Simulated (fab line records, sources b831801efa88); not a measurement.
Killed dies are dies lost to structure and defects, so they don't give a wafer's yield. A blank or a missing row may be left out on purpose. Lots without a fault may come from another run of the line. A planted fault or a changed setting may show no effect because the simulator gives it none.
One fault seen from 2 desks | flow sky130 | each desk has only its own numbers; what lay behind them comes last

THE METROLOGY DESK
What the gauges read, lot by lot, whatever tool the lot ran on: means of the sampled wafers that have a number. A lot is out of limits, marked OUT, if its mean lies more than 4 standard deviations from the usual mean; the brackets give that distance.
Columns: A = LDD_HVP_TW at SKY_LDD_HVP_TW_MEAS_10, usual 458; B = cd_nm at SKY_SD_P_CD_MEAS_07, usual 380.6 nm; C = SD_P_OVL at SKY_SD_P_OVL_MEAS_08, usual -0.9 nm
lot  | first seen here | A             | B     | C
L675 | day 21 13:43    | 451           | 379.8 | -0.6
L678 | day 22 17:29    | 460           | 379.7 | -2.5
L677 | day 22 17:33    | 457           | 382.2 | 2.5
L680 | day 23 18:19    | 455           | 381.7 | -0.1
L683 | day 24 10:38    | 458           | 381.1 | 0.8
L684 | day 24 20:32    | 412 (-12) OUT | 379.7 | 0.1
L685 | day 24 23:58    | 412 (-12) OUT | 376.5 | -3.7
L687 | day 26 04:45    | 460           | 381.1 | -1.6
L693 | day 28 00:19    | 461           | 381.0 | -0.5
L694 | day 28 09:14    | 461           | 378.9 | -0.0
L696 | day 29 00:47    | 453           | 383.1 | -1.5
L697 | day 29 02:01    | 458           | 377.7 | 0.5
This desk's finding: out of limits on L684, L685; first on L684, day 24 20:32 (LDD_HVP_TW at SKY_LDD_HVP_TW_MEAS_10). In limits: L675, L678, L677, L680, L683, L687, L693, L694, L696, L697.

THE TOOL OWNER'S DESK: implanter-02
The tool's own readings at SKY_LDD_HVP_IMPLANT_08: means of the sampled wafers that have a number, for each lot that ran on this tool. A lot is out of limits, marked OUT, if its mean lies more than 4 standard deviations from the usual mean; the brackets give that distance.
Columns: A = dose_ions_cm2 at SKY_LDD_HVP_IMPLANT_08, usual 1.6998e+13; B = tilt_deg at SKY_LDD_HVP_IMPLANT_08, usual 17.900 degrees
lot  | first seen here | A          | B
L680 | day 23 18:05    | 1.6995e+13 | 17.928
L683 | day 24 10:23    | 1.6991e+13 | 17.879
L684 | day 24 20:18    | 1.6993e+13 | 0.010 (-99 or more) OUT
L685 | day 24 23:44    | 1.7002e+13 | 0.022 (-99 or more) OUT
L696 | day 29 00:32    | 1.7010e+13 | 17.895
L697 | day 29 01:46    | 1.7018e+13 | 17.884
This desk's finding: out of limits on L684, L685; first on L684, day 24 20:18 (tilt_deg at SKY_LDD_HVP_IMPLANT_08). In limits: L680, L683, L696, L697.

PUT TOGETHER
The tool owner's desk could have raised an alarm at day 24 20:18, on L684, L685.
The metrology desk could have raised an alarm at day 24 20:32, on L684, L685.
Of the lots named, all ran SKY_LDD_HVP_IMPLANT_08 on implanter-02.

WHAT THE SIMULATOR HAD PUT IN
Process parameter drift: implanter-02, from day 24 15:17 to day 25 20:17, at SKY_LDD_HVP_IMPLANT_08. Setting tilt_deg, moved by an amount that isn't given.
Lots struck among those shown: L684, L685.
Hours from the fault's start to each desk's first reading out of limits: the tool owner's desk, 5; the metrology desk, 5.
